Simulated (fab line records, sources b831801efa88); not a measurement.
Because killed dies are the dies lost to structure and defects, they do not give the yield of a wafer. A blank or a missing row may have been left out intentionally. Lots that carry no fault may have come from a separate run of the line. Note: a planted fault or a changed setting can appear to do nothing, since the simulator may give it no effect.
2 desks, one fault | flow gf180mcu | what lay behind the numbers comes last; until then each desk has only its own

DESK OF THE TOOL OWNER: cmp-01
The tool's own readings at GF_V1_CMP_26 (polishes, stops on SiO2, t overpolish 15 s, target thk 0 nm): means of the sampled wafers that have a number, for each lot that ran on this tool. Any lot whose mean is over 4 standard deviations away from the usual mean is out of limits and marked OUT; that distance is given in the brackets.
Columns: A = motor-current-A at GF_V1_CMP_26, usual 10.2 A; B = overpolish-run-s at GF_V1_CMP_26, usual 15.000 s; C = time-to-endpoint-s at GF_V1_CMP_26, usual 85.0 s
lot  | first seen here | A    | B                        | C
L366 | day 18 00:09    | 10.0 | 15.004                   | 85.8
L369 | day 19 02:52    | 10.3 | 15.003                   | 83.8
L372 | day 20 11:24    | 10.0 | 14.995                   | 87.4
L375 | day 21 17:42    | 10.3 | 10.016 (-99 or more) OUT | 100.0 (+6.0) OUT
L383 | day 24 21:36    | 10.4 | 15.006                   | 82.5
L385 | day 25 10:08    | 9.8  | 15.014                   | 86.7
L386 | day 25 23:13    | 10.2 | 14.999                   | 82.1
L389 | day 26 07:20    | 9.9  | 15.005                   | 83.5
This desk finds L375 out of limits, L375 being first, at day 21 17:42 (overpolish-run-s at GF_V1_CMP_26). L366, L369, L372, L383, L385, L386, L389 stayed within limits.

THE METROLOGY DESK
Means of the sampled wafers that have a number, per lot and without regard to the tool the lot ran on: this is what the gauges read. Any lot whose mean is over 4 standard deviations away from the usual mean is out of limits and marked OUT; that distance is given in the brackets.
Columns: A = V1_CVD_00_THK at GF_V1_THK_MEAS_01, usual 598 nm
lot  | first seen here | A
L366 | day 16 23:35    | 599
L367 | day 17 06:43    | 600
L368 | day 17 17:39    | 606
L369 | day 18 00:47    | 606
L370 | day 18 10:28    | 601
L372 | day 19 09:15    | 596
L375 | day 20 16:07    | 593
L383 | day 23 21:38    | 599
L384 | day 24 02:32    | 588
L385 | day 24 10:59    | 599
L387 | day 24 23:55    | 596
L386 | day 25 00:04    | 598
L389 | day 25 08:11    | 596
This desk's finding: nothing out of limits on any of the 13 lots.

TAKEN TOGETHER
The tool owner's desk could have raised an alarm at day 21 17:42, on L375.
At the metrology desk, nothing out of limits was observed.
The metrology desk holds a record of L375, inside its limits.
Of the lots named, all ran GF_V1_CMP_26 on cmp-01.

WHAT HAD BEEN PUT IN BY THE SIMULATOR
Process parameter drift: cmp-01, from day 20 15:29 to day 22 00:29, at GF_V1_CMP_26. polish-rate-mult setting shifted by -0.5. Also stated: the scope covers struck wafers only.
Lots struck among those shown: L375.
Hours from the fault's start to each desk's first reading out of limits: the tool owner's desk, 26.
